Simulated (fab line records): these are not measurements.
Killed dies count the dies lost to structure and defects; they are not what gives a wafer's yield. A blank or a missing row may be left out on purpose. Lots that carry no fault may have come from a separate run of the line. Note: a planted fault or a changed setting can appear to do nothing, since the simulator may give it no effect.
Struck lot and sound lot, side by side -- flow sfq-line -- 18 out of 325 route steps
Sound: these wafers, L670.2, L670.3, L670.5. Struck: wafers L686.3, L686.6. (L686.4 of the same lot was not struck and is left out.) The cause comes at the end.
Order at every step that has rows: each side's tool, ch and its chambers, its first start. Under that, the readings that differ: sound wafers -- struck wafers -- difference of the means -- sigmas: that difference in standard deviations of wafers without a fault.
alike: readings whose means differ by less than 2 such deviations, and words and numbers that are the same on both sides. not compared: withheld readings, readings that some wafer has no value for, bounds like >300 that may hide the same value, and numbers for which the record gives no deviation and whose values overlap.
Wherever a step has rows on one side only, a row that says differs or no value, or a row with sigmas, the two part there. Numbers that have no deviation but don't overlap get no sigmas and don't part them. A reading missing from all wafers of one side parts the sides only when that side holds two or more wafers.

SFQ_TRILAYER_M6_BARC_OPEN_METAL_ETCH_206: etches BARC in O2, target depth 125 nm, time 41.7 s.
  sound on rie-metal-04 ch 1, day 61 08:36; struck on rie-metal-01 ch 0,1, day 73 18:13
reading,sound,struck,difference,sigmas
drypump-motor-current-A (A),4.7 4.7 4.7,6.3 5.3,+1.1,+2
oes-product-au (a.u.),0.682 0.680 0.677,0.691 0.692,+0.012,+3
  not compared: rf-hours-counter-h
SFQ_TRILAYER_M6_ETCH_METAL_ETCH_162: etches Nb in Cl2/Ar, stops on SiO2, target depth 240 nm, time 120 s.
  sound on rie-metal-04 ch 1, day 61 08:40; struck on rie-metal-01 ch 0,1, day 73 18:17
reading,sound,struck,difference,sigmas
drypump-motor-current-A (A),4.8 4.7 4.8,6.3 5.3,+1.0,+2
  alike: oes-product-au
  not compared: rf-hours-counter-h
SFQ_TRILAYER_M6_STRIP_STRIP_163: strips in O2.
  sound on rie-metal-04 ch 0, day 61 08:47; struck on rie-metal-01 ch 0,1, day 73 18:34
  alike: drypump-motor-current-A, oes-product-au
  not compared: rf-hours-counter-h
then, 1 step without rows for these wafers: SFQ_TRILAYER_M6_STRIP_SOLV_CLEAN_164 (cleans in NMP, time 600 s).
SFQ_TRILAYER_I6_DEP_PECVD_165: deposits SiO2 from SiH4/N2O, time 111.11 s, target thk 500 nm.
  sound on pecvd-01 ch 0,2, day 61 09:58; struck on pecvd-04 ch 1,2, day 73 19:09
  alike: heater-power-w, susceptor-temp-C, throttle-valve-pct
then, 1 step without rows for these wafers: SFQ_TRILAYER_I6_CMP_CMP_166 (polishes SiO2).
SFQ_I6_BOW_MEAS_941:
  sound: film-metro-02 at day 62 22:55; struck: film-metro-04 at day 74 04:16
  alike: I6_BOW
then, 5 steps without rows for these wafers: SFQ_TRILAYER_I6_METRO_MEASURE_167; SFQ_TRILAYER_I6_VIA_LITHO_COAT_174 (resist thk 62 nm); SFQ_TRILAYER_I6_VIA_LITHO_COAT_169 (resist thk 650 nm); SFQ_TRILAYER_I6_VIA_LITHO_SOFTBAKE_173; SFQ_TRILAYER_I6_VIA_LITHO_EXPOSE_170 (exposes mask I6, target cd 700 nm).
SFQ_TRILAYER_I6_VIA_LITHO_PEB_172: peb time 60 s.
  sound on litho-track-03 ch 0, day 67 08:14; struck on litho-track-03 ch 0, day 74 23:54
then, 1 step without rows for these wafers: SFQ_TRILAYER_I6_VIA_LITHO_DEVELOP_171 (time 60 s).
SFQ_I6_OVL_MEAS_942:
  sound: overlay-02 at day 67 08:31; struck: overlay-02 at day 75 00:10
  alike: I6_OVL
SFQ_TRILAYER_I6_VIA_BARC_OPEN_VIA_ETCH_235: etches BARC in O2, target depth 125 nm, time 41.7 s.
  sound on rie-diel-04 ch 0,1, day 67 08:32; struck on rie-diel-04 ch 0,3, day 75 00:11
reading,sound,struck,difference,sigmas
model.I6.cd-nm (nm),699.4 700.7 700.5,740.7 738.5,+39.4,
  alike: drypump-motor-current-A, oes-product-au
  not compared: rf-hours-counter-h
SFQ_TRILAYER_I6_VIA_ETCH_VIA_ETCH_172: etches SiO2 in CHF3, stops on Nb, target depth 260 nm.
  sound on rie-diel-04 ch 0,1, day 67 08:35; struck on rie-diel-04 ch 0,3, day 75 00:14
reading,sound,struck,difference,sigmas
model.I6.cd-nm (nm),699.7 700.8 700.5,741.7 738.7,+39.9,
  alike: drypump-motor-current-A, oes-product-au
SFQ_TRILAYER_I6_VIA_STRIP_STRIP_173: strips in O2.
  sound on rie-metal-03 ch 0,1, day 67 08:42; struck on rie-metal-02 ch 1, day 75 00:59
  alike: drypump-motor-current-A, oes-product-au
  not compared: rf-hours-counter-h

== WHERE THEY PART ==
Earliest at SFQ_TRILAYER_M6_BARC_OPEN_METAL_ETCH_206; latest, in this record, at SFQ_TRILAYER_M6_ETCH_METAL_ETCH_162. Later steps at which nothing parts them and some readings are alike: SFQ_TRILAYER_M6_STRIP_STRIP_163, SFQ_TRILAYER_I6_DEP_PECVD_165, SFQ_I6_BOW_MEAS_941, SFQ_I6_OVL_MEAS_942, SFQ_TRILAYER_I6_VIA_BARC_OPEN_VIA_ETCH_235, SFQ_TRILAYER_I6_VIA_ETCH_VIA_ETCH_172, SFQ_TRILAYER_I6_VIA_STRIP_STRIP_173.

WHY: whatever the simulator had introduced
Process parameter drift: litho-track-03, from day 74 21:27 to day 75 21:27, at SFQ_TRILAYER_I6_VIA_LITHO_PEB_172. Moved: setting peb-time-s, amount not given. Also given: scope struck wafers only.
